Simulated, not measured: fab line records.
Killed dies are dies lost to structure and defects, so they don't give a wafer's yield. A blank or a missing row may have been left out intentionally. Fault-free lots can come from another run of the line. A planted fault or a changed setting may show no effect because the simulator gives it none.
Which tool was responsible? / flow sky130 / Sampling: 24 lots, 72 wafers, 6 of 708 route steps

## WHAT EACH GAUGE READ, for each wafer
SKY_POLY_GATE_THK_MEAS_01. Usual: POLY_GATE_CVD_00_THK gives 179.7 nm (standard deviation 1.5).
lot=L074; measured=day 13 16:00; on=film metro-02; POLY_GATE_CVD_00_THK (nm)=178.4 178.8 178.9; flag=
lot=L075; measured=day 14 21:17; on=film metro-03; POLY_GATE_CVD_00_THK (nm)=176.6 177.8 177.6; flag=
lot=L076; measured=day 14 21:17; on=film metro-02; POLY_GATE_CVD_00_THK (nm)=175.5 177.3 176.1; flag=
lot=L077; measured=day 15 02:43; on=film metro-03; POLY_GATE_CVD_00_THK (nm)=180.3 178.9 180.3; flag=
lot=L078; measured=day 15 04:14; on=film metro-02; POLY_GATE_CVD_00_THK (nm)=178.4 177.9 177.5; flag=
lot=L079; measured=day 15 18:40; on=film metro-03; POLY_GATE_CVD_00_THK (nm)=178.8 180.0 181.2; flag=
lot=L080; measured=day 16 06:26; on=film metro-01; POLY_GATE_CVD_00_THK (nm)=180.6 181.0 178.6; flag=
lot=L081; measured=day 16 14:22; on=film metro-03; POLY_GATE_CVD_00_THK (nm)=179.4 181.7 179.8; flag=
lot=L082; measured=day 16 20:14; on=film metro-03; POLY_GATE_CVD_00_THK (nm)=180.0 181.3 181.2; flag=
lot=L083; measured=day 17 08:59; on=film metro-03; POLY_GATE_CVD_00_THK (nm)=180.8 181.8 182.7; flag=
lot=L084; measured=day 17 15:49; on=film metro-02; POLY_GATE_CVD_00_THK (nm)=180.6 181.3 180.3; flag=
lot=L085; measured=day 18 07:53; on=film metro-03; POLY_GATE_CVD_00_THK (nm)=178.8 179.7 181.1; flag=
lot=L086; measured=day 18 13:32; on=film metro-02; POLY_GATE_CVD_00_THK (nm)=182.1 180.6 180.5; flag=
lot=L087; measured=day 18 16:34; on=film metro-01; POLY_GATE_CVD_00_THK (nm)=181.4 181.2 180.9; flag=
lot=L088; measured=day 19 02:22; on=film metro-02; POLY_GATE_CVD_00_THK (nm)=180.6 179.9 180.2; flag=
lot=L089; measured=day 19 05:36; on=film metro-01; POLY_GATE_CVD_00_THK (nm)=180.8 180.1 180.6; flag=
lot=L090; measured=day 19 22:03; on=film metro-01; POLY_GATE_CVD_00_THK (nm)=179.6 180.6 179.9; flag=
lot=L091; measured=day 20 09:05; on=film metro-03; POLY_GATE_CVD_00_THK (nm)=180.2 179.6 181.1; flag=
lot=L092; measured=day 20 09:05; on=film metro-02; POLY_GATE_CVD_00_THK (nm)=179.4 177.8 178.7; flag=
lot=L093; measured=day 21 04:02; on=film metro-03; POLY_GATE_CVD_00_THK (nm)=180.1 182.4 181.9; flag=
lot=L095; measured=day 21 06:53; on=film metro-03; POLY_GATE_CVD_00_THK (nm)=179.9 179.4 178.9; flag=
lot=L094; measured=day 21 17:04; on=film metro-02; POLY_GATE_CVD_00_THK (nm)=180.6 181.0 181.0; flag=
lot=L096; measured=day 22 02:51; on=film metro-02; POLY_GATE_CVD_00_THK (nm)=179.3 180.7 178.3; flag=
lot=L097; measured=day 22 04:52; on=film metro-01; POLY_GATE_CVD_00_THK (nm)=180.2 180.5 180.3; flag=

SKY_CAPM_RS_MEAS_03: the measuring method here is four-point-probe. Usual: CAPM_TIN_RS gives 6.90 ohm/sq (standard deviation 0.085).
lot=L074; measured=day 36 03:13; on=film metro-02; CAPM_TIN_RS (ohm/sq)=7.04 6.99 6.96; flag=
lot=L075; measured=day 37 06:28; on=film metro-04; CAPM_TIN_RS (ohm/sq)=6.85 6.84 6.83; flag=
lot=L076; measured=day 37 00:31; on=film metro-02; CAPM_TIN_RS (ohm/sq)=6.95 6.90 7.05; flag=
lot=L077; measured=day 37 10:05; on=film metro-02; CAPM_TIN_RS (ohm/sq)=6.89 6.90 6.91; flag=
lot=L078; measured=day 37 10:43; on=film metro-04; CAPM_TIN_RS (ohm/sq)=6.95 7.01 6.96; flag=
lot=L079; measured=day 38 00:20; on=film metro-04; CAPM_TIN_RS (ohm/sq)=7.02 6.93 7.02; flag=
lot=L080; measured=day 38 12:04; on=film metro-01; CAPM_TIN_RS (ohm/sq)=6.95 6.95 6.87; flag=
lot=L081; measured=day 38 17:55; on=film metro-02; CAPM_TIN_RS (ohm/sq)=6.97 7.07 6.98; flag=
lot=L082; measured=day 38 23:43; on=film metro-04; CAPM_TIN_RS (ohm/sq)=6.87 6.88 6.91; flag=
lot=L083; measured=day 39 11:24; on=film metro-02; CAPM_TIN_RS (ohm/sq)=7.07 6.90 6.96; flag=
lot=L084; measured=day 39 18:13; on=film metro-01; CAPM_TIN_RS (ohm/sq)=7.12 7.02 7.02; flag=
lot=L085; measured=day 40 04:24; on=film metro-04; CAPM_TIN_RS (ohm/sq)=6.83 6.87 6.83; flag=
lot=L086; measured=day 40 12:49; on=film metro-02; CAPM_TIN_RS (ohm/sq)=6.80 6.79 6.84; flag=
lot=L087; measured=day 40 13:10; on=film metro-01; CAPM_TIN_RS (ohm/sq)=6.96 6.83 6.92; flag=
lot=L088; measured=day 40 20:58; on=film metro-02; CAPM_TIN_RS (ohm/sq)=6.84 6.93 6.94; flag=
lot=L089; measured=day 41 00:14; on=film metro-01; CAPM_TIN_RS (ohm/sq)=6.82 6.93 6.88; flag=
lot=L090; measured=day 41 10:13; on=film metro-04; CAPM_TIN_RS (ohm/sq)=6.77 6.72 6.82; flag=
lot=L091; measured=day 41 22:13; on=film metro-04; CAPM_TIN_RS (ohm/sq)=6.83 6.83 6.90; flag=
lot=L092; measured=day 41 17:43; on=film metro-02; CAPM_TIN_RS (ohm/sq)=6.74 6.80 6.76; flag=
lot=L093; measured=day 42 11:33; on=film metro-04; CAPM_TIN_RS (ohm/sq)=6.87 6.80 6.86; flag=
lot=L095; measured=day 42 13:43; on=film metro-01; CAPM_TIN_RS (ohm/sq)=6.94 6.99 6.89; flag=
lot=L094; measured=day 42 21:37; on=film metro-01; CAPM_TIN_RS (ohm/sq)=6.79 6.94 6.89; flag=
lot=L096; measured=day 43 04:17; on=film metro-01; CAPM_TIN_RS (ohm/sq)=6.89 6.92 7.07; flag=
lot=L097; measured=day 43 06:37; on=film metro-01; CAPM_TIN_RS (ohm/sq)=6.81 7.02 6.89; flag=

SKY_VIA3_THK_MEAS_01. Usual: VIA3_HDPCVD_THK gives 1645 nm (standard deviation 19).
lot=L074; measured=day 38 08:40; on=film metro-03; VIA3_HDPCVD_THK (nm)=1655 1630 1669; flag=
lot=L075; measured=day 39 11:09; on=film metro-01; VIA3_HDPCVD_THK (nm)=1671 1674 1652; flag=
lot=L076; measured=day 39 04:45; on=film metro-01; VIA3_HDPCVD_THK (nm)=1675 1631 1665; flag=
lot=L077; measured=day 39 14:06; on=film metro-01; VIA3_HDPCVD_THK (nm)=1621 1621 1665; flag=
lot=L078; measured=day 39 14:31; on=film metro-01; VIA3_HDPCVD_THK (nm)=1642 1634 1639; flag=
lot=L079; measured=day 40 05:00; on=film metro-01; VIA3_HDPCVD_THK (nm)=1649 1615 1617; flag=
lot=L080; measured=day 40 15:36; on=film metro-02; VIA3_HDPCVD_THK (nm)=1631 1613 1636; flag=
lot=L081; measured=day 40 21:28; on=film metro-03; VIA3_HDPCVD_THK (nm)=1630 1662 1659; flag=
lot=L082; measured=day 41 02:43; on=film metro-03; VIA3_HDPCVD_THK (nm)=1643 1645 1628; flag=
lot=L083; measured=day 41 13:14; on=film metro-03; VIA3_HDPCVD_THK (nm)=1646 1633 1647; flag=
lot=L084; measured=day 41 21:13; on=film metro-01; VIA3_HDPCVD_THK (nm)=1661 1667 1667; flag=
lot=L085; measured=day 42 06:03; on=film metro-03; VIA3_HDPCVD_THK (nm)=1654 1666 1664; flag=
lot=L086; measured=day 42 15:21; on=film metro-01; VIA3_HDPCVD_THK (nm)=1629 1659 1622; flag=
lot=L087; measured=day 42 15:02; on=film metro-02; VIA3_HDPCVD_THK (nm)=1654 1620 1640; flag=
lot=L088; measured=day 42 23:16; on=film metro-01; VIA3_HDPCVD_THK (nm)=1663 1675 1650; flag=
lot=L089; measured=day 43 01:14; on=film metro-02; VIA3_HDPCVD_THK (nm)=1622 1631 1625; flag=
lot=L090; measured=day 43 12:15; on=film metro-03; VIA3_HDPCVD_THK (nm)=1674 1670 1641; flag=
lot=L091; measured=day 43 23:24; on=film metro-03; VIA3_HDPCVD_THK (nm)=1659 1620 1659; flag=
lot=L092; measured=day 43 18:35; on=film metro-01; VIA3_HDPCVD_THK (nm)=1637 1640 1636; flag=
lot=L093; measured=day 44 10:37; on=film metro-01; VIA3_HDPCVD_THK (nm)=1638 1635 1648; flag=
lot=L095; measured=day 44 13:27; on=film metro-02; VIA3_HDPCVD_THK (nm)=1678 1662 1678; flag=
lot=L094; measured=day 44 20:08; on=film metro-01; VIA3_HDPCVD_THK (nm)=1621 1615 1635; flag=
lot=L096; measured=day 45 02:36; on=film metro-03; VIA3_HDPCVD_THK (nm)=1653 1635 1642; flag=
lot=L097; measured=day 45 04:59; on=film metro-01; VIA3_HDPCVD_THK (nm)=1635 1643 1664; flag=

## EACH LOT AND THE TOOL THAT RAN IT (in order: tool; ch and the chambers of the sampled wafers; start)
lot=L074; SKY_POLY_GATE_ETCH_16=rie diel-02 ch 0,3, day 15 23:48; SKY_LOCAL_INTERCONNECT_METAL_ETCH_14=rie metal-01 ch 0,1, day 30 05:08; SKY_METAL3_SPUTTER_03=pvd sputter-01, day 36 02:55
lot=L075; SKY_POLY_GATE_ETCH_16=rie diel-03 ch 2,3, day 17 08:05; SKY_LOCAL_INTERCONNECT_METAL_ETCH_14=rie metal-03 ch 0, day 31 07:13; SKY_METAL3_SPUTTER_03=pvd sputter-04, day 37 06:12
lot=L076; SKY_POLY_GATE_ETCH_16=rie diel-02 ch 0,1,3, day 17 07:05; SKY_LOCAL_INTERCONNECT_METAL_ETCH_14=rie metal-03 ch 0,1, day 31 04:02; SKY_METAL3_SPUTTER_03=pvd sputter-03, day 37 00:15
lot=L077; SKY_POLY_GATE_ETCH_16=rie diel-01 ch 1,2,3, day 17 12:58; SKY_LOCAL_INTERCONNECT_METAL_ETCH_14=rie metal-02 ch 0, day 31 11:08; SKY_METAL3_SPUTTER_03=pvd sputter-03, day 37 09:48
lot=L078; SKY_POLY_GATE_ETCH_16=rie diel-03 ch 0,1,2, day 17 15:32; SKY_LOCAL_INTERCONNECT_METAL_ETCH_14=rie metal-02 ch 0,1, day 31 12:18; SKY_METAL3_SPUTTER_03=pvd sputter-04, day 37 10:27
lot=L079; SKY_POLY_GATE_ETCH_16=rie diel-02 ch 1,2,3, day 18 06:40; SKY_LOCAL_INTERCONNECT_METAL_ETCH_14=rie metal-02 ch 0,1, day 32 03:51; SKY_METAL3_SPUTTER_03=pvd sputter-03, day 38 00:05
lot=L080; SKY_POLY_GATE_ETCH_16=rie diel-01 ch 1,3, day 18 19:47; SKY_LOCAL_INTERCONNECT_METAL_ETCH_14=rie metal-03 ch 0, day 32 14:27; SKY_METAL3_SPUTTER_03=pvd sputter-04, day 38 11:48
lot=L081; SKY_POLY_GATE_ETCH_16=rie diel-02 ch 0,1,2, day 19 04:13; SKY_LOCAL_INTERCONNECT_METAL_ETCH_14=rie metal-01 ch 0,1, day 32 21:26; SKY_METAL3_SPUTTER_03=pvd sputter-04, day 38 17:37
lot=L082; SKY_POLY_GATE_ETCH_16=rie diel-03 ch 0,1,3, day 19 10:16; SKY_LOCAL_INTERCONNECT_METAL_ETCH_14=rie metal-01 ch 0,1, day 33 03:45; SKY_METAL3_SPUTTER_03=pvd sputter-04, day 38 23:25
lot=L083; SKY_POLY_GATE_ETCH_16=rie diel-01 ch 2,3, day 20 00:01; SKY_LOCAL_INTERCONNECT_METAL_ETCH_14=rie metal-02 ch 0,1, day 33 16:30; SKY_METAL3_SPUTTER_03=pvd sputter-01, day 39 11:07
lot=L084; SKY_POLY_GATE_ETCH_16=rie diel-01 ch 0,2,3, day 20 07:23; SKY_LOCAL_INTERCONNECT_METAL_ETCH_14=rie metal-03 ch 0, day 33 21:57; SKY_METAL3_SPUTTER_03=pvd sputter-04, day 39 17:56
lot=L085; SKY_POLY_GATE_ETCH_16=rie diel-02 ch 0,2,3, day 20 23:47; SKY_LOCAL_INTERCONNECT_METAL_ETCH_14=rie metal-02 ch 0,1, day 34 10:01; SKY_METAL3_SPUTTER_03=pvd sputter-01, day 40 04:06
lot=L086; SKY_POLY_GATE_ETCH_16=rie diel-03 ch 0,1, day 21 05:49; SKY_LOCAL_INTERCONNECT_METAL_ETCH_14=rie metal-01 ch 0,1, day 34 18:07; SKY_METAL3_SPUTTER_03=pvd sputter-01, day 40 12:31
lot=L087; SKY_POLY_GATE_ETCH_16=rie diel-03 ch 1,3, day 21 07:49; SKY_LOCAL_INTERCONNECT_METAL_ETCH_14=rie metal-02 ch 0,1, day 34 20:14; SKY_METAL3_SPUTTER_03=pvd sputter-04, day 40 12:54
lot=L088; SKY_POLY_GATE_ETCH_16=rie diel-01 ch 0,1, day 21 18:58; SKY_LOCAL_INTERCONNECT_METAL_ETCH_14=rie metal-03 ch 0, day 35 03:48; SKY_METAL3_SPUTTER_03=pvd sputter-04, day 40 20:42
lot=L089; SKY_POLY_GATE_ETCH_16=rie diel-01 ch 0,1,2, day 21 20:53; SKY_LOCAL_INTERCONNECT_METAL_ETCH_14=rie metal-02 ch 0,1, day 35 06:47; SKY_METAL3_SPUTTER_03=pvd sputter-04, day 40 23:58
lot=L090; SKY_POLY_GATE_ETCH_16=rie diel-02 ch 1,2, day 22 12:59; SKY_LOCAL_INTERCONNECT_METAL_ETCH_14=rie metal-01 ch 0,1, day 35 17:15; SKY_METAL3_SPUTTER_03=pvd sputter-04, day 41 09:57
lot=L091; SKY_POLY_GATE_ETCH_16=rie diel-02 ch 1,2, day 23 01:01; SKY_LOCAL_INTERCONNECT_METAL_ETCH_14=rie metal-02 ch 0,1, day 36 07:38; SKY_METAL3_SPUTTER_03=pvd sputter-03, day 41 21:58
lot=L092; SKY_POLY_GATE_ETCH_16=rie diel-01 ch 0,2,3, day 22 23:16; SKY_LOCAL_INTERCONNECT_METAL_ETCH_14=rie metal-02 ch 0,1, day 36 02:44; SKY_METAL3_SPUTTER_03=pvd sputter-01, day 41 17:28
lot=L093; SKY_POLY_GATE_ETCH_16=rie diel-02 ch 1,2,3, day 23 22:22; SKY_LOCAL_INTERCONNECT_METAL_ETCH_14=rie metal-01 ch 0,1, day 36 23:32; SKY_METAL3_SPUTTER_03=pvd sputter-01, day 42 11:18
lot=L095; SKY_POLY_GATE_ETCH_16=rie diel-03 ch 0,2,3, day 23 22:43; SKY_LOCAL_INTERCONNECT_METAL_ETCH_14=rie metal-03 ch 0, day 37 00:18; SKY_METAL3_SPUTTER_03=pvd sputter-04, day 42 13:28
lot=L094; SKY_POLY_GATE_ETCH_16=rie diel-03 ch 0,1,3, day 24 07:08; SKY_LOCAL_INTERCONNECT_METAL_ETCH_14=rie metal-02 ch 0,1, day 37 10:48; SKY_METAL3_SPUTTER_03=pvd sputter-03, day 42 21:22
lot=L096; SKY_POLY_GATE_ETCH_16=rie diel-01 ch 0,3, day 24 16:49; SKY_LOCAL_INTERCONNECT_METAL_ETCH_14=rie metal-03 ch 0, day 37 16:19; SKY_METAL3_SPUTTER_03=pvd sputter-04, day 43 04:00
lot=L097; SKY_POLY_GATE_ETCH_16=rie diel-03 ch 1,2,3, day 24 20:13; SKY_LOCAL_INTERCONNECT_METAL_ETCH_14=rie metal-03 ch 0, day 37 20:08; SKY_METAL3_SPUTTER_03=pvd sputter-03, day 43 06:20
- SKY_POLY_GATE_ETCH_16: etches Si3N4 in CH3F/O2, stops on poly-Si, time 147.5 s, target depth 75 nm.
- SKY_LOCAL_INTERCONNECT_METAL_ETCH_14: etches TiN in Cl2/BCl3, stops on PSG, target depth 110 nm, time 31.4 s.
- SKY_METAL3_SPUTTER_03: material Ti, target thk 5 nm, time 3.3 s.

## WHAT THE TOOLS THEMSELVES READ (means of the sampled wafers that have a number; where no wafer has one, the mark that the record gives instead)
SKY_POLY_GATE_ETCH_16. Usual: bias w 80.03 W, standard deviation 0.25; ch3f flow sccm 40.01 sccm, standard deviation 0.11; drypump motor current A 5.7 A, standard deviation 0.42; oes product au 0.640 a.u., standard deviation 0.0053; throttle valve pct 10.535 %, standard deviation 0.0096.
lot=L074; tool=rie diel-02; bias w (W)=79.97; ch3f flow sccm (sccm)=40.03; drypump motor current A (A)=5.7; oes product au (a.u.)=0.638; throttle valve pct (%)=10.540; flag=
lot=L075; tool=rie diel-03; bias w (W)=80.22; ch3f flow sccm (sccm)=40.01; drypump motor current A (A)=5.2; oes product au (a.u.)=0.640; throttle valve pct (%)=10.538; flag=
lot=L076; tool=rie diel-02; bias w (W)=80.14; ch3f flow sccm (sccm)=40.00; drypump motor current A (A)=5.7; oes product au (a.u.)=0.645; throttle valve pct (%)=10.522; flag=
lot=L077; tool=rie diel-01; bias w (W)=80.09; ch3f flow sccm (sccm)=40.05; drypump motor current A (A)=6.1; oes product au (a.u.)=0.642; throttle valve pct (%)=10.537; flag=
lot=L078; tool=rie diel-03; bias w (W)=80.20; ch3f flow sccm (sccm)=39.92; drypump motor current A (A)=5.7; oes product au (a.u.)=0.645; throttle valve pct (%)=10.541; flag=
lot=L079; tool=rie diel-02; bias w (W)=80.06; ch3f flow sccm (sccm)=40.04; drypump motor current A (A)=5.6; oes product au (a.u.)=0.643; throttle valve pct (%)=10.537; flag=
lot=L080; tool=rie diel-01; bias w (W)=79.97; ch3f flow sccm (sccm)=39.94; drypump motor current A (A)=6.2; oes product au (a.u.)=0.640; throttle valve pct (%)=10.532; flag=
lot=L081; tool=rie diel-02; bias w (W)=80.16; ch3f flow sccm (sccm)=40.15; drypump motor current A (A)=5.8; oes product au (a.u.)=0.638; throttle valve pct (%)=10.544; flag=
lot=L082; tool=rie diel-03; bias w (W)=79.87; ch3f flow sccm (sccm)=40.04; drypump motor current A (A)=5.4; oes product au (a.u.)=0.639; throttle valve pct (%)=10.537; flag=
lot=L083; tool=rie diel-01; bias w (W)=80.01; ch3f flow sccm (sccm)=39.96; drypump motor current A (A)=5.9; oes product au (a.u.)=0.632; throttle valve pct (%)=10.537; flag=
lot=L084; tool=rie diel-01; bias w (W)=80.06; ch3f flow sccm (sccm)=39.90; drypump motor current A (A)=5.8; oes product au (a.u.)=0.640; throttle valve pct (%)=10.528; flag=
lot=L085; tool=rie diel-02; bias w (W)=79.90; ch3f flow sccm (sccm)=39.96; drypump motor current A (A)=5.7; oes product au (a.u.)=0.639; throttle valve pct (%)=10.544; flag=
lot=L086; tool=rie diel-03; bias w (W)=80.10; ch3f flow sccm (sccm)=39.97; drypump motor current A (A)=5.6; oes product au (a.u.)=0.642; throttle valve pct (%)=10.543; flag=
lot=L087; tool=rie diel-03; bias w (W)=80.02; ch3f flow sccm (sccm)=40.06; drypump motor current A (A)=5.3; oes product au (a.u.)=0.640; throttle valve pct (%)=10.531; flag=
lot=L088; tool=rie diel-01; bias w (W)=80.03; ch3f flow sccm (sccm)=39.86; drypump motor current A (A)=6.2; oes product au (a.u.)=0.644; throttle valve pct (%)=10.548; flag=
lot=L089; tool=rie diel-01; bias w (W)=79.87; ch3f flow sccm (sccm)=39.94; drypump motor current A (A)=6.1; oes product au (a.u.)=0.650; throttle valve pct (%)=10.538; flag=
lot=L090; tool=rie diel-02; bias w (W)=79.83; ch3f flow sccm (sccm)=39.91; drypump motor current A (A)=5.5; oes product au (a.u.)=0.642; throttle valve pct (%)=10.533; flag=
lot=L091; tool=rie diel-02; bias w (W)=80.17; ch3f flow sccm (sccm)=40.02; drypump motor current A (A)=5.6; oes product au (a.u.)=0.640; throttle valve pct (%)=10.544; flag=
lot=L092; tool=rie diel-01; bias w (W)=80.12; ch3f flow sccm (sccm)=39.94; drypump motor current A (A)=5.8; oes product au (a.u.)=0.639; throttle valve pct (%)=10.533; flag=
lot=L093; tool=rie diel-02; bias w (W)=80.07; ch3f flow sccm (sccm)=40.07; drypump motor current A (A)=5.6; oes product au (a.u.)=0.638; throttle valve pct (%)=10.535; flag=
lot=L095; tool=rie diel-03; bias w (W)=80.04; ch3f flow sccm (sccm)=39.94; drypump motor current A (A)=5.3; oes product au (a.u.)=0.640; throttle valve pct (%)=10.537; flag=
lot=L094; tool=rie diel-03; bias w (W)=79.96; ch3f flow sccm (sccm)=40.07; drypump motor current A (A)=5.5; oes product au (a.u.)=0.638; throttle valve pct (%)=10.537; flag=
lot=L096; tool=rie diel-01; bias w (W)=80.04; ch3f flow sccm (sccm)=40.08; drypump motor current A (A)=6.0; oes product au (a.u.)=0.636; throttle valve pct (%)=10.528; flag=
lot=L097; tool=rie diel-03; bias w (W)=79.70; ch3f flow sccm (sccm)=40.11; drypump motor current A (A)=5.6; oes product au (a.u.)=0.643; throttle valve pct (%)=10.537; flag=

SKY_LOCAL_INTERCONNECT_METAL_ETCH_14. Usual: bias w 48.51 W, standard deviation 0.15; drypump motor current A 5.8 A, standard deviation 0.73; oes product au 0.944 a.u., standard deviation 0.0086; throttle valve pct 21.899 %, standard deviation 0.01.
lot=L074; tool=rie metal-01; bias w (W)=48.55; drypump motor current A (A)=5.2; oes product au (a.u.)=0.941; throttle valve pct (%)=21.904; flag=
lot=L075; tool=rie metal-03; bias w (W)=48.62; drypump motor current A (A)=6.8; oes product au (a.u.)=0.941; throttle valve pct (%)=21.899; flag=
lot=L076; tool=rie metal-03; bias w (W)=48.45; drypump motor current A (A)=5.9; oes product au (a.u.)=0.953; throttle valve pct (%)=21.897; flag=
lot=L077; tool=rie metal-02; bias w (W)=48.46; drypump motor current A (A)=5.7; oes product au (a.u.)=0.941; throttle valve pct (%)=21.895; flag=
lot=L078; tool=rie metal-02; bias w (W)=48.58; drypump motor current A (A)=5.3; oes product au (a.u.)=0.940; throttle valve pct (%)=21.916; flag=
lot=L079; tool=rie metal-02; bias w (W)=48.30; drypump motor current A (A)=5.3; oes product au (a.u.)=0.949; throttle valve pct (%)=21.914; flag=
lot=L080; tool=rie metal-03; bias w (W)=48.54; drypump motor current A (A)=6.8; oes product au (a.u.)=0.932; throttle valve pct (%)=21.896; flag=
lot=L081; tool=rie metal-01; bias w (W)=48.54; drypump motor current A (A)=5.2; oes product au (a.u.)=0.949; throttle valve pct (%)=21.893; flag=
lot=L082; tool=rie metal-01; bias w (W)=48.44; drypump motor current A (A)=5.6; oes product au (a.u.)=0.947; throttle valve pct (%)=21.905; flag=
lot=L083; tool=rie metal-02; bias w (W)=48.48; drypump motor current A (A)=5.5; oes product au (a.u.)=0.942; throttle valve pct (%)=21.893; flag=
lot=L084; tool=rie metal-03; bias w (W)=48.54; drypump motor current A (A)=6.8; oes product au (a.u.)=0.941; throttle valve pct (%)=21.909; flag=
lot=L085; tool=rie metal-02; bias w (W)=48.61; drypump motor current A (A)=5.3; oes product au (a.u.)=0.930; throttle valve pct (%)=21.903; flag=
lot=L086; tool=rie metal-01; bias w (W)=48.28; drypump motor current A (A)=5.6; oes product au (a.u.)=0.948; throttle valve pct (%)=21.891; flag=
lot=L087; tool=rie metal-02; bias w (W)=48.55; drypump motor current A (A)=5.3; oes product au (a.u.)=0.945; throttle valve pct (%)=21.901; flag=
lot=L088; tool=rie metal-03; bias w (W)=48.32; drypump motor current A (A)=6.8; oes product au (a.u.)=0.953; throttle valve pct (%)=21.890; flag=
lot=L089; tool=rie metal-02; bias w (W)=48.45; drypump motor current A (A)=5.5; oes product au (a.u.)=0.938; throttle valve pct (%)=21.904; flag=
lot=L090; tool=rie metal-01; bias w (W)=48.52; drypump motor current A (A)=5.6; oes product au (a.u.)=0.944; throttle valve pct (%)=21.902; flag=
lot=L091; tool=rie metal-02; bias w (W)=48.48; drypump motor current A (A)=5.5; oes product au (a.u.)=0.946; throttle valve pct (%)=21.897; flag=
lot=L092; tool=rie metal-02; bias w (W)=48.62; drypump motor current A (A)=5.5; oes product au (a.u.)=0.956; throttle valve pct (%)=21.899; flag=
lot=L093; tool=rie metal-01; bias w (W)=48.59; drypump motor current A (A)=5.6; oes product au (a.u.)=0.940; throttle valve pct (%)=21.899; flag=
lot=L095; tool=rie metal-03; bias w (W)=48.67; drypump motor current A (A)=6.8; oes product au (a.u.)=0.943; throttle valve pct (%)=21.894; flag=
lot=L094; tool=rie metal-02; bias w (W)=48.48; drypump motor current A (A)=5.5; oes product au (a.u.)=0.935; throttle valve pct (%)=21.898; flag=
lot=L096; tool=rie metal-03; bias w (W)=48.48; drypump motor current A (A)=6.8; oes product au (a.u.)=0.950; throttle valve pct (%)=21.895; flag=
lot=L097; tool=rie metal-03; bias w (W)=48.68; drypump motor current A (A)=6.8; oes product au (a.u.)=0.941; throttle valve pct (%)=21.907; flag=

SKY_METAL3_SPUTTER_03. Usual: throttle valve pct at 30.1 %, with a standard deviation of 0.85.
lot=L074; tool=pvd sputter-01; throttle valve pct (%)=30.2; flag=
lot=L075; tool=pvd sputter-04; throttle valve pct (%)=30.7; flag=
lot=L076; tool=pvd sputter-03; throttle valve pct (%)=29.9; flag=
lot=L077; tool=pvd sputter-03; throttle valve pct (%)=30.4; flag=
lot=L078; tool=pvd sputter-04; throttle valve pct (%)=30.1; flag=
lot=L079; tool=pvd sputter-03; throttle valve pct (%)=29.8; flag=
lot=L080; tool=pvd sputter-04; throttle valve pct (%)=30.2; flag=
lot=L081; tool=pvd sputter-04; throttle valve pct (%)=30.7; flag=
lot=L082; tool=pvd sputter-04; throttle valve pct (%)=30.7; flag=
lot=L083; tool=pvd sputter-01; throttle valve pct (%)=29.4; flag=
lot=L084; tool=pvd sputter-04; throttle valve pct (%)=30.1; flag=
lot=L085; tool=pvd sputter-01; throttle valve pct (%)=29.3; flag=
lot=L086; tool=pvd sputter-01; throttle valve pct (%)=30.3; flag=
lot=L087; tool=pvd sputter-04; throttle valve pct (%)=30.7; flag=
lot=L088; tool=pvd sputter-04; throttle valve pct (%)=30.4; flag=
lot=L089; tool=pvd sputter-04; throttle valve pct (%)=30.6; flag=
lot=L090; tool=pvd sputter-04; throttle valve pct (%)=30.0; flag=
lot=L091; tool=pvd sputter-03; throttle valve pct (%)=30.2; flag=
lot=L092; tool=pvd sputter-01; throttle valve pct (%)=30.8; flag=
lot=L093; tool=pvd sputter-01; throttle valve pct (%)=30.4; flag=
lot=L095; tool=pvd sputter-04; throttle valve pct (%)=30.0; flag=
lot=L094; tool=pvd sputter-03; throttle valve pct (%)=29.5; flag=
lot=L096; tool=pvd sputter-04; throttle valve pct (%)=30.2; flag=
lot=L097; tool=pvd sputter-03; throttle valve pct (%)=29.9; flag=

## THE ANSWER, worked out from the rows above alone
Rule: lot off if the mean of its wafers having a number is beyond 3 standard deviations from the usual mean. A lot without any number at a reading at which 4 lots or more have one is off too. The other lots that the step has rows for count as sound. The gauges are gone through in route order, then the tools' own readings, and for those a lot's mean is taken as printed above. At the first step where some lot is off, the reading lying furthest off is the one used; lots without a number count as furthest.
Nothing can be told from this: no lot is off at any reading shown.

## WHAT THE SIMULATOR PUT IN
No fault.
